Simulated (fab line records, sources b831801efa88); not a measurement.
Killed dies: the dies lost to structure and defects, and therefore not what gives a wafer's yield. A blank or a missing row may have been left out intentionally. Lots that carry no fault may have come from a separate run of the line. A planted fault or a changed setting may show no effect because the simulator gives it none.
fab line records -- flow sky130
record: lots: 13, wafers: 39, last-day: 50
route steps=708 shown VT_ADJUST_LVTN@107 VT_ADJUST_PCH@152 SONOS_TUNNEL@162 PAD_OPEN@708
lots that met no fault: taken from a fault-free run of the same line
start-h: the number of hours between the record's first day and the start of the first shown wafer of the lot -- wait-h: hours since the lot's step before -- " identical to the entry in the row above -- L1.1+2: several wafers, shown together as one row -- - either no value or no given start -- * or withheld: withheld -- < > ~ a bound
route shown NAME@n: a module of which the file shows steps, and the number in the route of the first -- usual: mean/standard deviation taken from wafers without a fault -- same: alike in all rows -- chamber/n: place in a boat -- sites: readings site by site -- _std_site: standard deviation of those values -- _edge_site: outer sites' mean less inner sites' -- radius-mm: for every site, how far away it sits from the centre of the wafer -- mask NAME#n: copy n -- behind: the most recent tool/chamber to have shaped the wafer -- hold: what put the lot on hold/how long, in hours/how the hold closed -- device: names the non-switching transistor (n, p or np) -- end of line: the tests these same wafers got at the end of their route -- where a step has no rows: the recipe by itself -- killed: dies that structure and defects cost at the first sort, which is not the same as the wafer's yield -- map: per-die view of a wafer (x killed, . not killed, _ where there is no die)
set.NAME: the setting that was run; set.NAME@STEP: the one run at that earlier step -- model.NAME: the simulator's own value behind a step, which no gauge read
route steps across a sampled set of lots; one table per step, one row per wafer
services: from which hour (start-h, from the record's first day; less than 0 if before it) a tool's chamber was out of use, for how many hours, and why
== steps ==
step: SKY_VT_ADJUST_LVTN_TW_MEAS_10
usual: VT_ADJUST_LVTN_TW: 242.5/2.6
lot.wafer,tool,chamber,start-h,wait-h,VT_ADJUST_LVTN_TW
L524.1,film-metro-03,-,144.87,0.1,246.3
L524.5,film-metro-03,-,144.87,0.1,245.0
L524.6,film-metro-03,-,144.87,0.1,245.2
L526.3,film-metro-02,-,156.44,0.1,243.4
L526.4,film-metro-02,-,156.44,0.1,242.5
L526.6,film-metro-02,-,156.44,0.1,244.2
L527.1,film-metro-01,-,163.62,0.1,239.2
L527.4,film-metro-01,-,163.62,0.1,238.2
L527.6,film-metro-01,-,163.62,0.1,239.0
L530.3,film-metro-03,-,179.09,0.1,247.1
L530.4,film-metro-03,-,179.09,0.1,246.2
L530.5,film-metro-03,-,179.09,0.1,246.1
L532.1,film-metro-03,-,195.27,0.1,244.7
L532.2,film-metro-03,-,195.27,0.1,244.9
L532.4,film-metro-03,-,195.27,0.1,245.0
L533.1,film-metro-01,-,198.57,0.1,239.7
L533.5,film-metro-01,-,198.57,0.1,239.5
L533.6,film-metro-01,-,198.57,0.1,239.6
L534.1,film-metro-01,-,206.96,0.1,239.4
L534.3,film-metro-01,-,206.96,0.1,239.8
L534.5,film-metro-01,-,206.96,0.1,239.3
L537.2,film-metro-01,-,225.87,0.1,240.2
L537.5,film-metro-01,-,225.87,0.1,240.5
L537.6,film-metro-01,-,225.87,0.1,239.1
L538.4,film-metro-02,-,229.60,0.1,242.9
L538.5,film-metro-02,-,229.60,0.1,243.9
L538.6,film-metro-02,-,229.60,0.1,240.9
L541.2,film-metro-01,-,255.12,0.1,240.0
L541.3,film-metro-01,-,255.12,0.1,239.5
L541.5,film-metro-01,-,255.12,0.1,240.0
L545.1,film-metro-03,-,274.61,0.1,244.1
L545.3,film-metro-03,-,274.61,0.1,245.3
L545.4,film-metro-03,-,274.61,0.1,244.5
L546.1,film-metro-03,-,282.39,0.1,244.8
L546.3,film-metro-03,-,282.39,0.1,244.0
L546.5,film-metro-03,-,282.39,0.1,244.0
L547.1,film-metro-03,-,290.49,0.1,243.8
L547.2,film-metro-03,-,290.49,0.1,244.5
L547.6,film-metro-03,-,290.49,0.1,243.2
step: SKY_VT_ADJUST_LVTN_STRIP_20
recipe: chemistry: O2/N2, power-w: 1400, pressure-mtorr: 1500, platen-temp-c: withheld, o2-flow-sccm: 3000, n2-flow-sccm: 300, overash-fraction: 0.5
usual: chamber-pressure-mTorr: 1500.1/1.4, drypump-motor-current-A: 5.2/0.38, oes-product-au: 0.716/0.004, strip-time-to-endpoint-s: 14.17/0.041
lot.wafer,tool,chamber,start-h,wait-h,chamber-pressure-mTorr,drypump-motor-current-A,oes-product-au,rf-hours-counter-h,strip-time-to-endpoint-s
L524.1,plasma-asher-01,1,165.27,0.1,1500.2,5.7,0.715,51,14.17
L524.5,plasma-asher-01,0,165.27,0.1,1501.7,5.9,0.719,-,14.15
L524.6,plasma-asher-01,1,165.27,0.1,1500.7,5.7,0.712,-,14.16
L526.3,plasma-asher-02,0,176.20,0.1,1499.4,4.8,0.715,-,14.27
L526.4,plasma-asher-02,1,176.20,0.1,1500.5,4.8,0.717,-,14.20
L526.6,plasma-asher-02,1,176.20,0.1,1500.4,4.9,0.715,-,14.20
L527.1,plasma-asher-02,1,183.27,0.1,1497.8,4.8,0.726,36,14.12
L527.4,plasma-asher-02,1,183.27,0.1,1498.5,4.9,0.721,-,14.13
L527.6,plasma-asher-02,0,183.27,0.1,1499.0,4.8,0.716,-,14.08
L530.3,plasma-asher-04,0,199.85,0.1,1496.8,5.5,0.720,-,14.20
L530.4,plasma-asher-04,1,199.85,0.1,1499.9,5.3,0.719,-,14.15
L530.5,plasma-asher-04,0,199.85,0.1,1498.6,5.5,0.704,-,14.15
L532.1,plasma-asher-04,1,217.46,0.1,1499.7,5.3,0.715,55,14.16
L532.2,plasma-asher-04,0,217.46,0.1,1500.9,5.5,0.721,55,14.20
L532.4,plasma-asher-04,1,217.46,0.1,1500.4,5.3,0.714,-,14.14
L533.1,plasma-asher-04,1,219.89,0.1,1499.4,5.3,0.718,55,14.22
L533.5,plasma-asher-04,1,219.89,0.1,1500.8,5.3,0.715,-,14.20
L533.6,plasma-asher-04,0,219.89,0.1,1497.3,5.4,0.716,-,14.18
L534.1,plasma-asher-01,0,228.79,0.1,1500.2,5.9,0.719,57,14.13
L534.3,plasma-asher-01,0,228.79,0.1,1499.3,5.8,0.714,-,14.10
L534.5,plasma-asher-01,1,228.79,0.1,1500.7,5.7,0.716,-,14.15
L537.2,plasma-asher-04,0,248.17,0.1,1500.8,5.4,0.718,59,14.19
L537.5,plasma-asher-04,1,248.17,0.1,1500.8,5.3,0.717,-,14.17
L537.6,plasma-asher-04,0,248.17,0.1,1498.1,5.5,0.712,-,14.14
L538.4,plasma-asher-02,1,251.93,0.1,1499.5,4.8,0.714,-,14.16
L538.5,plasma-asher-02,0,251.93,0.1,1499.6,4.8,0.719,-,14.14
L538.6,plasma-asher-02,1,251.93,0.1,1501.4,4.8,0.721,-,14.14
L541.2,plasma-asher-02,0,279.46,0.1,1498.9,4.8,0.719,41,14.17
L541.3,plasma-asher-02,0,279.46,0.1,1499.9,4.8,0.714,-,14.19
L541.5,plasma-asher-02,0,279.46,0.1,1500.5,4.8,0.718,-,14.13
L545.1,plasma-asher-01,1,299.39,0.1,1501.2,5.7,0.715,65,14.15
L545.3,plasma-asher-01,1,299.39,0.1,1498.0,5.7,0.719,-,14.18
L545.4,plasma-asher-01,0,299.39,0.1,1500.9,5.8,0.720,-,14.16
L546.1,plasma-asher-04,0,307.69,0.1,1500.1,5.4,0.713,65,14.24
L546.3,plasma-asher-04,0,307.69,0.1,1500.4,5.4,0.720,-,14.14
L546.5,plasma-asher-04,1,307.69,0.1,1498.9,5.3,0.721,-,14.22
L547.1,plasma-asher-02,1,315.51,0.1,1501.2,4.8,0.717,45,14.19
L547.2,plasma-asher-02,0,315.51,0.1,1498.7,4.8,0.712,45,14.18
L547.6,plasma-asher-02,0,315.51,0.1,1498.4,4.8,0.714,-,14.19
step: SKY_VT_ADJUST_PCH_STRIP_09
recipe: chemistry: O2/N2, power-w: 1400, pressure-mtorr: 1500, platen-temp-c: withheld, o2-flow-sccm: 3000, n2-flow-sccm: 300, overash-fraction: 0.5
usual: chamber-pressure-mTorr: 1500.0/1.4, drypump-motor-current-A: 5.3/0.47, oes-product-au: 0.723/0.0041, strip-time-to-endpoint-s: 36.94/0.088
lot.wafer,tool,chamber,start-h,wait-h,chamber-pressure-mTorr,drypump-motor-current-A,oes-product-au,rf-hours-counter-h,strip-time-to-endpoint-s
L524.1,plasma-asher-04,1,228.68,0.1,1499.1,5.3,0.725,57,36.79
L524.5,plasma-asher-04,0,228.68,0.1,1499.6,5.5,0.731,-,36.84
L524.6,plasma-asher-04,1,228.68,0.1,1500.0,5.3,0.726,-,36.92
L526.3,plasma-asher-02,1,242.06,0.1,1496.4,4.8,0.718,-,36.90
L526.4,plasma-asher-02,0,242.06,0.1,1502.3,4.8,0.722,-,36.94
L526.6,plasma-asher-02,1,242.06,0.1,1502.5,4.8,0.731,-,36.94
L527.1,plasma-asher-02,0,249.65,0.1,1498.1,4.8,0.723,40,36.96
L527.4,plasma-asher-02,0,249.65,0.1,1498.7,4.8,0.723,-,36.91
L527.6,plasma-asher-02,1,249.65,0.1,1501.0,4.8,0.719,-,36.94
L530.3,plasma-asher-03,0,268.41,0.1,1498.9,6.1,0.717,-,36.86
L530.4,plasma-asher-03,1,268.41,0.1,1501.5,5.0,0.725,-,36.99
L530.5,plasma-asher-03,1,268.41,0.1,1497.4,4.9,0.725,-,36.90
L532.1,plasma-asher-02,1,286.38,0.1,1497.7,4.8,0.721,42,36.98
L532.2,plasma-asher-02,0,286.38,0.1,1498.3,4.8,0.722,42,37.02
L532.4,plasma-asher-02,1,286.38,0.1,1498.8,4.8,0.723,-,36.97
L533.1,plasma-asher-04,0,289.33,0.1,1498.1,5.4,0.722,63,37.05
L533.5,plasma-asher-04,0,289.33,0.1,1500.2,5.5,0.729,-,36.99
L533.6,plasma-asher-04,1,289.33,0.1,1502.6,5.3,0.725,-,36.99
L534.1,plasma-asher-02,1,300.53,0.1,1500.0,4.8,0.718,43,36.92
L534.3,plasma-asher-02,0,300.53,0.1,1499.0,4.8,0.723,-,37.04
L534.5,plasma-asher-02,0,300.53,0.1,1498.1,4.8,0.719,-,36.94
L537.2,plasma-asher-04,0,322.28,0.1,1501.6,5.4,0.727,66,36.85
L537.5,plasma-asher-04,1,322.28,0.1,1500.4,5.3,0.723,-,36.84
L537.6,plasma-asher-04,0,322.28,0.1,1501.1,5.4,0.720,-,36.85
L538.4,plasma-asher-02,1,328.11,0.1,1501.1,4.8,0.721,-,36.92
L538.5,plasma-asher-02,1,328.11,0.1,1500.0,4.8,0.724,-,36.87
L538.6,plasma-asher-02,0,328.11,0.1,1501.6,4.8,0.724,-,36.91
L541.2,plasma-asher-04,1,358.02,0.1,1500.8,5.3,0.714,70,37.03
L541.3,plasma-asher-04,0,358.02,0.1,1501.7,5.5,0.720,-,37.03
L541.5,plasma-asher-04,1,358.02,0.1,1499.2,5.3,0.727,-,37.02
L545.1,plasma-asher-04,0,379.79,0.1,1498.9,5.5,0.811,72,31.37
L545.3,plasma-asher-04,1,379.79,0.1,1500.2,5.3,0.816,-,31.43
L545.4,plasma-asher-04,0,379.79,0.1,1501.5,5.5,0.814,-,31.34
L546.1,plasma-asher-04,1,389.52,0.1,1498.1,5.3,0.804,74,31.18
L546.3,plasma-asher-04,1,389.52,0.1,1500.2,5.3,0.812,-,31.10
L546.5,plasma-asher-04,1,389.52,0.1,1500.3,5.3,0.816,-,31.13
L547.1,plasma-asher-03,1,398.72,0.1,1499.3,5.0,0.727,31,36.95
L547.2,plasma-asher-03,0,398.72,0.1,1499.8,6.2,0.720,31,36.92
L547.6,plasma-asher-03,1,398.72,0.1,1501.0,5.0,0.729,-,36.81
step: SKY_SONOS_TUNNEL_OVL_MEAS_08
usual: SONOS_TUNNEL_OVL: -0.9/1.6
lot.wafer,tool,chamber,start-h,wait-h,SONOS_TUNNEL_OVL[nm]
L524.1,overlay-01,-,250.93,0.1,1.0
L524.5,overlay-01,-,250.93,0.1,1.1
L524.6,overlay-01,-,250.93,0.1,1.5
L526.3,overlay-01,-,265.86,0.1,-0.5
L526.4,overlay-01,-,265.86,0.1,-0.6
L526.6,overlay-01,-,265.86,0.1,0.2
L527.1,overlay-01,-,280.65,0.1,0.7
L527.4,overlay-01,-,280.65,0.1,-0.4
L527.6,overlay-01,-,280.65,0.1,0.8
L530.3,overlay-02,-,293.06,0.1,-2.6
L530.4,overlay-02,-,293.06,0.1,-3.8
L530.5,overlay-02,-,293.06,0.1,-3.1
L532.1,overlay-02,-,311.78,0.1,-2.5
L532.2,overlay-02,-,311.78,0.1,-0.9
L532.4,overlay-02,-,311.78,0.1,-2.1
L533.1,overlay-02,-,314.96,0.1,-3.7
L533.5,overlay-02,-,314.96,0.1,-3.7
L533.6,overlay-02,-,314.96,0.1,-1.7
L534.1,overlay-02,-,327.26,0.1,-1.3
L534.3,overlay-02,-,327.26,0.1,0.4
L534.5,overlay-02,-,327.26,0.1,0.7
L537.2,overlay-01,-,349.15,0.1,3.2
L537.5,overlay-01,-,349.15,0.1,1.0
L537.6,overlay-01,-,349.15,0.1,2.0
L538.4,overlay-01,-,355.47,0.1,-3.8
L538.5,overlay-01,-,355.47,0.1,-0.4
L538.6,overlay-01,-,355.47,0.1,-3.0
L541.2,overlay-01,-,387.16,0.1,1.4
L541.3,overlay-01,-,387.16,0.1,-0.1
L541.5,overlay-01,-,387.16,0.1,-0.2
L545.1,overlay-01,-,408.43,0.1,-0.6
L545.3,overlay-01,-,408.43,0.1,0.8
L545.4,overlay-01,-,408.43,0.1,0.8
L546.1,overlay-02,-,418.87,0.1,-0.4
L546.3,overlay-02,-,418.87,0.1,-2.6
L546.5,overlay-02,-,418.87,0.1,-3.5
L547.1,overlay-01,-,428.05,0.1,-1.8
L547.2,overlay-01,-,428.05,0.1,-0.3
L547.6,overlay-01,-,428.05,0.1,1.1
step: SKY_PAD_OPEN_PROBE_99
usual: killed_at_M0_to_M3: 43/7.5, killed_at_M4_up: 3.3/1.9, killed-at-contacts: 24/4.6, killed-at-front-end: 16/4.9, killed-at-other: 0.2/0.46, killed-dies: 87/9.1, killed-open: 47/7.4, killed-short: 39/6.6
same: gross-dies: 492, killed-at-back-side: 0
lot.wafer,tool,chamber,start-h,wait-h,killed_at_M0_to_M3,killed_at_M4_up,killed-at-contacts,killed-at-front-end,killed-at-other,killed-dies,killed-open,killed-short
L527.1,prober-02,-,1103.80,0.1,43,5,21,12,0,81,43,38
L527.4,prober-02,-,1103.95,0.2,43,3,22,19,0,87,47,40
L527.6,prober-02,-,1104.05,0.2,46,3,27,11,0,87,46,40
L530.3,prober-02,-,1106.36,0.2,44,3,27,15,0,89,46,43
L530.4,prober-02,-,1106.41,0.2,39,0,20,15,0,74,39,34
L530.5,prober-02,-,1106.46,0.2,47,3,21,20,0,91,51,39
L532.1,prober-02,-,1122.55,0.1,39,9,24,18,0,90,48,42
L532.2,prober-02,-,1122.60,0.1,41,5,27,18,0,91,55,36
L532.4,prober-02,-,1122.70,0.2,43,3,26,25,0,97,55,41
L533.1,prober-01,-,1125.65,0.1,46,4,29,20,0,99,47,51
L533.5,prober-01,-,1125.85,0.2,42,2,37,10,0,91,54,35
L533.6,prober-01,-,1125.90,0.2,41,3,19,32,2,97,57,40
L534.3,prober-02,-,1132.61,0.2,49,2,22,26,0,99,53,46
L534.5,prober-02,-,1132.71,0.2,53,3,26,14,1,97,47,50
L541.2,prober-01,-,1170.68,0.1,43,4,14,12,0,73,35,38
L541.3,prober-01,-,1170.73,0.2,39,1,24,14,0,78,48,30
L541.5,prober-01,-,1170.83,0.2,67,2,22,12,0,103,61,42
killed by level:class
L527.1 VIA2:geometric-particle:open=10 CONTACT:geometric-particle:open=7 METAL1:geometric-particle:short=6 VIA3:geometric-particle:open=6 LI_CONTACT:geometric-particle:open=5 LOCAL_INTERCONNECT:geometric-particle:short=5 VIA1:geometric-particle:open=5 POLY_GATE:geometric-particle:open=4
L527.4 VIA1:geometric-particle:open=11 CONTACT:geometric-particle:open=8 POLY_GATE:geometric-particle:short=7 VIA2:geometric-particle:open=7 METAL1:geometric-particle:short=6 METAL2:geometric-particle:short=6 LI_CONTACT:geometric-particle:open=5 LOCAL_INTERCONNECT:geometric-particle:short=5
L527.6 VIA1:geometric-particle:open=10 LI_CONTACT:geometric-particle:open=8 VIA2:geometric-particle:open=8 CONTACT:geometric-particle:open=8 VIA3:geometric-particle:open=6 METAL1:geometric-particle:short=6 LOCAL_INTERCONNECT:geometric-particle:short=5 CONTACT:geometric-particle:short=5
L530.3 VIA1:geometric-particle:open=12 CONTACT:geometric-particle:open=8 LI_CONTACT:geometric-particle:open=6 VIA3:geometric-particle:open=6 LI_CONTACT:geometric-particle:short=5 VIA2:geometric-particle:open=5 FIELD_ISO:geometric-particle:short=4 METAL1:geometric-particle:short=4
L530.4 VIA1:geometric-particle:open=8 CONTACT:geometric-particle:open=8 VIA1:geometric-particle:short=7 VIA3:geometric-particle:open=6 VIA2:geometric-particle:open=4 FIELD_ISO:geometric-particle:open=3 FIELD_ISO:geometric-particle:short=3 POLY_GATE:geometric-particle:short=3
L530.5 VIA1:geometric-particle:open=12 CONTACT:geometric-particle:open=9 VIA1:geometric-particle:short=7 LI_CONTACT:geometric-particle:open=6 METAL2:geometric-particle:short=6 FIELD_ISO:geometric-particle:open=5 VIA2:geometric-particle:open=5 VIA3:geometric-particle:open=5
L532.1 VIA1:geometric-particle:open=8 CONTACT:geometric-particle:open=8 POLY_GATE:geometric-particle:open=6 LI_CONTACT:geometric-particle:short=6 METAL2:geometric-particle:short=6 METAL4:geometric-particle:short=6 FIELD_ISO:geometric-particle:open=5 LI_CONTACT:geometric-particle:open=5
L532.2 CONTACT:geometric-particle:open=12 VIA1:geometric-particle:open=8 VIA3:geometric-particle:open=8 LI_CONTACT:geometric-particle:open=7 FIELD_ISO:geometric-particle:short=6 POLY_GATE:geometric-particle:open=6 VIA1:geometric-particle:short=6 METAL2:geometric-particle:short=5
L532.4 METAL1:geometric-particle:short=10 CONTACT:geometric-particle:open=8 VIA1:geometric-particle:open=8 CONTACT:geometric-particle:short=7 FIELD_ISO:geometric-particle:open=6 POLY_GATE:geometric-particle:open=5 SPACER:geometric-particle:open=5 LI_CONTACT:geometric-particle:open=5
L533.1 LI_CONTACT:geometric-particle:open=9 CONTACT:geometric-particle:open=9 METAL1:geometric-particle:short=8 CONTACT:geometric-particle:short=7 VIA2:geometric-particle:short=7 FIELD_ISO:geometric-particle:open=6 VIA3:geometric-particle:open=6 FIELD_ISO:geometric-particle:short=5
L533.5 LI_CONTACT:geometric-particle:open=10 CONTACT:geometric-particle:short=9 CONTACT:geometric-particle:open=9 VIA1:geometric-particle:open=9 VIA3:geometric-particle:open=8 VIA2:geometric-particle:open=6 LI_CONTACT:geometric-particle:short=4 VIA1:geometric-particle:short=4
L533.6 VIA1:geometric-particle:open=11 POLY_GATE:geometric-particle:open=9 CONTACT:geometric-particle:open=8 VIA2:geometric-particle:open=7 FIELD_ISO:geometric-particle:open=6 FIELD_ISO:geometric-particle:short=6 VIA3:geometric-particle:open=6 POLY_GATE:geometric-particle:short=5
L534.3 VIA1:geometric-particle:open=12 FIELD_ISO:geometric-particle:short=8 VIA1:geometric-particle:short=8 CONTACT:geometric-particle:open=8 VIA2:geometric-particle:open=7 VIA2:geometric-particle:short=7 VIA3:geometric-particle:open=7 CONTACT:geometric-particle:short=6
L534.5 METAL1:geometric-particle:short=11 VIA3:geometric-particle:open=11 VIA1:geometric-particle:open=8 CONTACT:geometric-particle:open=7 LI_CONTACT:geometric-particle:open=7 LOCAL_INTERCONNECT:geometric-particle:short=6 VIA1:geometric-particle:short=6 FIELD_ISO:geometric-particle:open=4
L541.2 VIA1:geometric-particle:open=8 METAL1:geometric-particle:short=7 VIA3:geometric-particle:open=6 METAL2:geometric-particle:short=6 VIA2:geometric-particle:open=6 FIELD_ISO:geometric-particle:short=5 FIELD_ISO:geometric-particle:open=4 CONTACT:geometric-particle:short=4
L541.3 CONTACT:geometric-particle:open=12 VIA1:geometric-particle:open=10 VIA2:geometric-particle:open=7 POLY_GATE:geometric-particle:open=6 CONTACT:geometric-particle:short=6 VIA3:geometric-particle:open=5 FIELD_ISO:geometric-particle:short=4 VIA3:geometric-particle:short=4
L541.5 VIA1:geometric-particle:open=22 CONTACT:geometric-particle:open=12 METAL2:geometric-particle:short=11 VIA1:geometric-particle:short=9 VIA2:geometric-particle:open=9 VIA3:geometric-particle:open=6 CONTACT:geometric-particle:short=5 METAL2:geometric-particle:open=4
== services ==
tool,chamber,start-h,hours,kind
plasma-asher-04,-,152.22,0.4,repair
plasma-asher-01,-,172.65,14.6,pm
plasma-asher-02,-,206.37,21.0,repair
plasma-asher-03,-,212.21,0.8,repair
plasma-asher-01,-,225.24,1.5,repair
plasma-asher-02,-,227.35,12.8,pm
plasma-asher-02,-,260.84,16.8,repair
plasma-asher-04,-,276.32,5.2,repair
plasma-asher-01,-,314.20,3.8,repair
plasma-asher-01,-,362.75,33.5,repair
plasma-asher-04,-,390.04,14.6,pm
== key ==
first-sign: step: SKY_VT_ADJUST_PCH_STRIP_09, reading: strip-time-to-endpoint-s, direction: down, sigmas: 64, usual: *, struck: *
effect: step: SKY_VT_ADJUST_PCH_STRIP_09, reading: oes-product-au, direction: up, sigmas: 22, usual: 0.723, struck: 0.812
met-at SKY_VT_ADJUST_PCH_STRIP_09
struck-lots L545,L546
tester-left-out L545,L546
not-acting-at SKY_VT_ADJUST_LVTN_TW_MEAS_10,SKY_VT_ADJUST_LVTN_STRIP_20,SKY_SONOS_TUNNEL_OVL_MEAS_08
onset-between 358.02 379.79
fault: kind: process-parameter-drift, tool: plasma-asher-04, chamber: -, onset-h: 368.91, steps: SKY_VT_ADJUST_PCH_STRIP_09, channel: power-w, offset: *, shape: step, end-h: 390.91, acts-in: *, stated: *
tester-left-out: of these lots the tester's yield and bins aren't shown, on N5 and GAA mostly nor the transistor test; their killed dies are dies lost to structure and defects alone, not to doping, threshold or leakage, so they don't give the yield
